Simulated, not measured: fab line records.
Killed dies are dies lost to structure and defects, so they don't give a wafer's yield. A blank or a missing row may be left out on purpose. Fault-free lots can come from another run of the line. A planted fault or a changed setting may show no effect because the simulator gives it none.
The tool behind it: which one? | flow sky130 | 39 wafers from 13 lots sampled at 6 of the route's 708 steps

WHAT THE GAUGES READ, wafer by wafer
SKY_NWELL_RS_MEAS_29: measurement is done with a four-point probe.
lot  | measured     | on           | NWELL_RS (ohm/sq)
L684 | day 5 10:29  | filmMetro-04 | 623.5 622.1 622.1
L685 | day 5 13:25  | filmMetro-02 | 625.0 626.0 627.0
L687 | day 6 06:12  | filmMetro-01 | 627.2 625.7 625.1
L688 | day 6 10:12  | filmMetro-02 | 626.4 624.8 626.1
L697 | day 8 16:59  | filmMetro-01 | 625.2 626.4 626.0
L699 | day 9 03:19  | filmMetro-01 | 624.3 621.8 625.6
L700 | day 9 08:24  | filmMetro-02 | 623.9 624.7 624.4
L702 | day 10 00:16 | filmMetro-04 | 622.7 624.1 625.0
L703 | day 10 06:42 | filmMetro-04 | 626.2 623.9 623.8
L704 | day 10 13:12 | filmMetro-04 | 625.5 625.3 623.7
L705 | day 10 17:34 | filmMetro-04 | 624.9 625.6 626.3
L706 | day 10 23:39 | filmMetro-02 | 626.0 624.1 622.4
L707 | day 11 01:36 | filmMetro-02 | 622.7 624.7 624.7

SKY_VT_ADJUST_NCORE_OVL_MEAS_08.
lot  | measured     | on         | VT_ADJUST_NCORE_OVL (nm)
L684 | day 8 17:44  | overlay-02 | 1.2 0.8 2.2
L685 | day 8 20:54  | overlay-01 | 1.7 0.3 1.1
L687 | day 9 18:14  | overlay-02 | 1.1 2.0 -1.3
L688 | day 9 23:08  | overlay-01 | 0.8 1.8 1.2
L697 | day 12 14:00 | overlay-02 | 0.8 0.6 1.9
L699 | day 13 00:32 | overlay-01 | 2.8 2.6 3.2
L700 | day 13 06:34 | overlay-01 | 0.6 0.6 0.6
L702 | day 14 01:57 | overlay-01 | 2.7 4.2 5.9
L703 | day 14 07:32 | overlay-02 | 1.4 2.2 0.7
L704 | day 14 16:14 | overlay-01 | 5.9 5.1 2.9
L705 | day 14 21:59 | overlay-02 | 0.4 -0.3 1.1
L706 | day 15 05:55 | overlay-01 | 1.8 3.1 2.4
L707 | day 15 08:08 | overlay-02 | -0.2 2.0 -0.4

SKY_VT_ADJUST_NCORE_TW_MEAS_11.
lot  | measured     | on           | VT_ADJUST_NCORE_TW
L684 | day 8 18:01  | filmMetro-01 | 222.6 221.6 220.9
L685 | day 8 21:12  | filmMetro-01 | 221.9 221.7 222.4
L687 | day 9 18:31  | filmMetro-03 | 217.6 219.2 216.1
L688 | day 9 23:26  | filmMetro-01 | 30.2 30.1 30.3
L697 | day 12 14:18 | filmMetro-03 | 217.9 218.3 219.3
L699 | day 13 00:49 | filmMetro-01 | 221.1 222.6 221.8
L700 | day 13 06:52 | filmMetro-03 | 219.5 219.8 219.9
L702 | day 14 02:14 | filmMetro-03 | 219.6 221.8 219.5
L703 | day 14 07:49 | filmMetro-01 | 220.6 220.8 221.4
L704 | day 14 16:31 | filmMetro-04 | 222.0 222.5 221.9
L705 | day 14 22:17 | filmMetro-03 | 221.6 220.4 220.3
L706 | day 15 06:13 | filmMetro-04 | 219.7 221.7 221.3
L707 | day 15 08:25 | filmMetro-04 | 221.2 220.8 222.1

WHICH TOOL RAN EACH LOT (tool, then ch and the chambers of the sampled wafers, then the start)
lot  | SKY_VT_ADJUST_HVTP_STRIP_10         | SKY_VT_ADJUST_LVTN_STRIP_20         | SKY_VT_ADJUST_NCORE_STRIP_10
L684 | plasmaAsher-01 ch 0,1, day 6 05:01  | plasmaAsher-02 ch 0,1, day 7 20:34  | plasmaAsher-03 ch 0,1, day 8 17:55
L685 | plasmaAsher-01 ch 0,1, day 6 08:10  | plasmaAsher-02 ch 0,1, day 7 23:38  | plasmaAsher-04 ch 0,1, day 8 21:06
L687 | plasmaAsher-02 ch 0,1, day 7 01:43  | plasmaAsher-01 ch 0,1, day 8 19:46  | plasmaAsher-03 ch 0,1, day 9 18:25
L688 | plasmaAsher-01 ch 0,1, day 7 06:37  | plasmaAsher-02 ch 0,1, day 9 00:35  | plasmaAsher-04 ch 0,1, day 9 23:21
L697 | plasmaAsher-02 ch 0,1, day 9 15:31  | plasmaAsher-04 ch 0,1, day 11 13:08 | plasmaAsher-03 ch 0,1, day 12 14:12
L699 | plasmaAsher-01 ch 0,1, day 10 01:43 | plasmaAsher-01 ch 0,1, day 11 23:55 | plasmaAsher-01 ch 0,1, day 13 00:43
L700 | plasmaAsher-01 ch 0,1, day 10 07:07 | plasmaAsher-04 ch 0,1, day 12 05:36 | plasmaAsher-04 ch 0,1, day 13 06:46
L702 | plasmaAsher-02 ch 0,1, day 10 23:05 | plasmaAsher-04 ch 0,1, day 12 23:59 | plasmaAsher-03 ch 0,1, day 14 02:09
L703 | plasmaAsher-02 ch 0,1, day 11 05:17 | plasmaAsher-04 ch 0,1, day 13 05:54 | plasmaAsher-03 ch 0,1, day 14 07:43
L704 | plasmaAsher-02 ch 0,1, day 11 12:38 | plasmaAsher-02 ch 0,1, day 13 14:41 | plasmaAsher-01 ch 0,1, day 14 16:26
L705 | plasmaAsher-01 ch 0,1, day 11 17:20 | plasmaAsher-04 ch 0,1, day 13 19:51 | plasmaAsher-03 ch 0,1, day 14 22:10
L706 | plasmaAsher-03 ch 0,1, day 11 23:55 | plasmaAsher-01 ch 0,1, day 14 02:56 | plasmaAsher-04 ch 0,1, day 15 06:06
L707 | plasmaAsher-01 ch 0,1, day 12 02:07 | plasmaAsher-01 ch 0,1, day 14 05:47 | plasmaAsher-04 ch 0,1, day 15 08:19
- SKY_VT_ADJUST_HVTP_STRIP_10: strips in O2/N2.
- SKY_VT_ADJUST_LVTN_STRIP_20: strips in O2/N2.
- SKY_VT_ADJUST_NCORE_STRIP_10: strips in O2/N2.

WHAT THE TOOLS THEMSELVES READ (means of the sampled wafers that have a number; where no wafer has one, the mark that the record gives instead)
SKY_VT_ADJUST_HVTP_STRIP_10.
lot  | tool           | chamberPressureMTorr (mTorr) | drypumpMotorCurrentA (A) | oesProductAu (a.u.) | stripTimeToEndpointS (s)
L684 | plasmaAsher-01 | 1500.1                       | 5.7                      | 0.712               | 14.24
L685 | plasmaAsher-01 | 1500.8                       | 5.3                      | 0.714               | 14.18
L687 | plasmaAsher-02 | 1499.2                       | 5.4                      | 0.718               | 14.27
L688 | plasmaAsher-01 | 1499.7                       | 5.4                      | 0.717               | 14.13
L697 | plasmaAsher-02 | 1500.3                       | 5.6                      | 0.719               | 14.16
L699 | plasmaAsher-01 | 1501.0                       | 5.4                      | 0.714               | 14.16
L700 | plasmaAsher-01 | 1499.9                       | 5.4                      | 0.715               | 14.20
L702 | plasmaAsher-02 | 1499.4                       | 5.6                      | 0.717               | 14.15
L703 | plasmaAsher-02 | 1499.8                       | 5.4                      | 0.712               | 14.20
L704 | plasmaAsher-02 | 1500.9                       | 5.6                      | 0.717               | 14.16
L705 | plasmaAsher-01 | 1501.2                       | 5.4                      | 0.712               | 14.19
L706 | plasmaAsher-03 | 1501.3                       | 5.7                      | 0.715               | 14.19
L707 | plasmaAsher-01 | 1501.8                       | 5.4                      | 0.714               | 14.20

SKY_VT_ADJUST_LVTN_STRIP_20.
lot  | tool           | chamberPressureMTorr (mTorr) | drypumpMotorCurrentA (A) | oesProductAu (a.u.) | stripTimeToEndpointS (s)
L684 | plasmaAsher-02 | 1500.3                       | 5.4                      | 0.715               | 14.17
L685 | plasmaAsher-02 | 1501.3                       | 5.6                      | 0.715               | 14.17
L687 | plasmaAsher-01 | 1501.2                       | 5.7                      | 0.719               | 14.21
L688 | plasmaAsher-02 | 1499.2                       | 5.6                      | 0.917               | -
L697 | plasmaAsher-04 | 1501.1                       | 5.9                      | 0.719               | 14.18
L699 | plasmaAsher-01 | 1501.2                       | 5.7                      | 0.716               | 14.16
L700 | plasmaAsher-04 | 1500.0                       | 5.4                      | 0.717               | 14.11
L702 | plasmaAsher-04 | 1500.9                       | 5.9                      | 0.716               | 14.19
L703 | plasmaAsher-04 | 1499.6                       | 5.5                      | 0.712               | 14.19
L704 | plasmaAsher-02 | 1500.4                       | 5.6                      | 0.715               | 14.12
L705 | plasmaAsher-04 | 1499.8                       | 5.9                      | 0.716               | 14.16
L706 | plasmaAsher-01 | 1500.9                       | 5.4                      | 0.712               | 14.15
L707 | plasmaAsher-01 | 1499.0                       | 5.4                      | 0.711               | 14.19

SKY_VT_ADJUST_NCORE_STRIP_10.
lot  | tool           | chamberPressureMTorr (mTorr) | drypumpMotorCurrentA (A) | oesProductAu (a.u.) | stripTimeToEndpointS (s)
L684 | plasmaAsher-03 | 1500.4                       | 5.7                      | 0.713               | 14.19
L685 | plasmaAsher-04 | 1499.3                       | 5.5                      | 0.713               | 14.12
L687 | plasmaAsher-03 | 1499.4                       | 5.7                      | 0.715               | 14.21
L688 | plasmaAsher-04 | 1498.9                       | 5.9                      | 0.717               | 24.74
L697 | plasmaAsher-03 | 1500.7                       | 5.6                      | 0.714               | 14.19
L699 | plasmaAsher-01 | 1501.4                       | 5.4                      | 0.720               | 14.13
L700 | plasmaAsher-04 | 1498.7                       | 5.9                      | 0.715               | 14.19
L702 | plasmaAsher-03 | 1500.6                       | 5.6                      | 0.718               | 14.21
L703 | plasmaAsher-03 | 1500.2                       | 5.7                      | 0.715               | 14.17
L704 | plasmaAsher-01 | 1498.9                       | 5.4                      | 0.714               | 14.13
L705 | plasmaAsher-03 | 1500.3                       | 5.6                      | 0.714               | 14.22
L706 | plasmaAsher-04 | 1499.9                       | 5.4                      | 0.717               | 14.13
L707 | plasmaAsher-04 | 1499.0                       | 5.5                      | 0.714               | 14.22

THE ANSWER, worked out from the rows above alone
Rule: the lots themselves supply what counts as usual. Put in order of their means at a reading, lots are off if they are a third of the lots or fewer, leave a main group of 4 or more, and stand apart from it by a gap of 3 or more times the standard deviation of the main group's means; of several such gaps the widest counts. A main group is skipped when, at the precision printed for the reading in the tables above, its means are all equal. A lot without any number at a reading at which 4 lots or more have one is off too. Where the step has rows for the other lots, those lots are counted as sound. After the gauges, taken in route order, come the tools' own readings; for these a lot's mean is taken, as printed above. The first step at which some lot is off is used, and at that step the reading that is off furthest; a lot without a number counts as furthest.
Off: L688, at SKY_VT_ADJUST_NCORE_TW_MEAS_11 (VT_ADJUST_NCORE_TW). Main group: mean 220.7, sd 1.4.
A tool fits if, at a process step before that reading, it ran every lot that is off, and no sound lot after the first of them. Not tried: the gauges at SKY_VT_ADJUST_NCORE_TW_MEAS_11; whatever is off there is also off at SKY_VT_ADJUST_LVTN_STRIP_20, on other tools, and gauge error can't account for it. None of those tried fits.

WHAT THE SIMULATOR HAD PUT IN
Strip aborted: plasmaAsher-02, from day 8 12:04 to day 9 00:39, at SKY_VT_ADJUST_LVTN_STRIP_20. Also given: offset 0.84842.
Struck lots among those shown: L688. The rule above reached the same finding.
